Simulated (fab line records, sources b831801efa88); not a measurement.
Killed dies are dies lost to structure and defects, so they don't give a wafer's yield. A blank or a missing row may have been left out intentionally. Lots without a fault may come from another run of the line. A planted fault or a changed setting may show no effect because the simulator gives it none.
Matching of chambers / flow gf180mcu / 3 sister chambers for GF_PASSIVATION_CVD_00 on pecvd-01
The step deposits SiO2 from TEOS, target thk 1000 nm, time 111.95 s. 3 wafers are shown with their chamber, then 7 later ones without.

== WAFERS, EACH WITH ITS CHAMBER ==
wafer=L077.1; chamber=2; heater_power_w (W)=584
wafer=L079.1; chamber=0; heater_power_w (W)=851
wafer=L079.2; chamber=1; heater_power_w (W)=785

== WAFERS WITHOUT THEIR CHAMBER ==
wafer=L079.3; heater_power_w (W)=674
wafer=L091.3; heater_power_w (W)=639
wafer=L091.4; heater_power_w (W)=916
wafer=L091.6; heater_power_w (W)=873
wafer=L093.1; heater_power_w (W)=874
wafer=L093.4; heater_power_w (W)=682
wafer=L093.5; heater_power_w (W)=676

== WHICH CHAMBER EACH WENT THROUGH ==
wafer=L079.3; from the rows above=can't be placed: 2 or 1 or 0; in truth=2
wafer=L091.3; from the rows above=can't be placed: 2 or 1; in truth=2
wafer=L091.4; from the rows above=can't be placed: 0 or 1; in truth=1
wafer=L091.6; from the rows above=can't be placed: 0 or 1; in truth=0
wafer=L093.1; from the rows above=can't be placed: 0 or 1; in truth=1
wafer=L093.4; from the rows above=can't be placed: 2 or 1 or 0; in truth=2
wafer=L093.5; from the rows above=can't be placed: 2 or 1 or 0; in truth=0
0 of 7 placed correctly. Can't be placed from these rows: 7 (the true chamber is among the candidates in 7). Number placed wrongly: 0.
How it was worked out, from the rows above alone: a wafer's distance from a chamber is the root of the sum, over the readings, of the square of ((its reading less the chamber's mean) divided by the reading's scatter). If the next closest chamber is less than 2 further off than the closest, the wafer can't be placed; otherwise it belongs to the closest. The mean given for a chamber averages the wafers shown for that chamber. The scatter (one wafer shown for each chamber): square how far every hidden wafer sits from the nearest shown wafer, average those squares and take the square root.
